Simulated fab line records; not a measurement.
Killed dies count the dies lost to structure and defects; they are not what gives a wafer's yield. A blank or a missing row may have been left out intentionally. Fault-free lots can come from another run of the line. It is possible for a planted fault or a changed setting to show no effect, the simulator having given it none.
The tool behind it: which one?    flow gf180mcu    21 wafers from 7 lots sampled at 3 of the route's 602 steps

== WHAT THE GAUGES SHOWED, per wafer ==
GF_V1_BOW_MEAS_05.
lot   measured      on            V1_BOW (um)
L776  day 18 01:51  filmMetro-04  84 68 83
L779  day 19 20:13  filmMetro-04  81 74 77
L792  day 24 06:34  filmMetro-04  75 75 72
L794  day 25 01:16  filmMetro-02  82 82 77
L796  day 26 01:45  filmMetro-04  93 77 82

== EACH LOT AND THE TOOL THAT RAN IT (in order: tool; ch and the chambers of the sampled wafers; start) ==
lot   GF_HV_LDD_EXPOSE_28                 GF_CONTACT_ETCH_16
L776  ilineStepper-01 ch 0, day 11 22:28  rieDiel-01 ch 0,1,3, day 17 00:09
L779  ilineStepper-02 ch 0, day 13 06:15  rieDiel-02 ch 0,3, day 18 17:23
L781  ilineStepper-02, day 13 23:24       -
L784  ilineStepper-02, day 14 23:58       -
L792  ilineStepper-02 ch 0, day 17 10:58  rieDiel-01 ch 0,1,3, day 23 05:51
L794  ilineStepper-01 ch 0, day 18 02:37  rieDiel-01 ch 1,2,3, day 23 21:02
L796  ilineStepper-02 ch 0, day 18 18:26  rieDiel-04 ch 1,2,3, day 25 01:39
- GF_HV_LDD_EXPOSE_28: exposes mask Nplus HV AREA, target cd 400 nm.
- GF_CONTACT_ETCH_16: etches BARC in N2/H2.

== THE ANSWER, worked out from the rows above alone ==
Rule: what is usual is taken from the lots themselves. Put in order of their means at a reading, lots are off if they are a third of the lots or fewer, leave a main group of 4 or more, and stand apart from it by a gap of 3 or more times the standard deviation of the main group's means; of several such gaps the widest counts. Not used: any main group whose means are identical at the precision the tables above print for the reading. A lot without any number at a reading at which 4 lots or more have one is off too. All remaining lots with rows at the step are treated as sound.
None of the lots is off at any reading shown; this tells nothing.

== WHAT THE SIMULATOR HAD PUT IN ==
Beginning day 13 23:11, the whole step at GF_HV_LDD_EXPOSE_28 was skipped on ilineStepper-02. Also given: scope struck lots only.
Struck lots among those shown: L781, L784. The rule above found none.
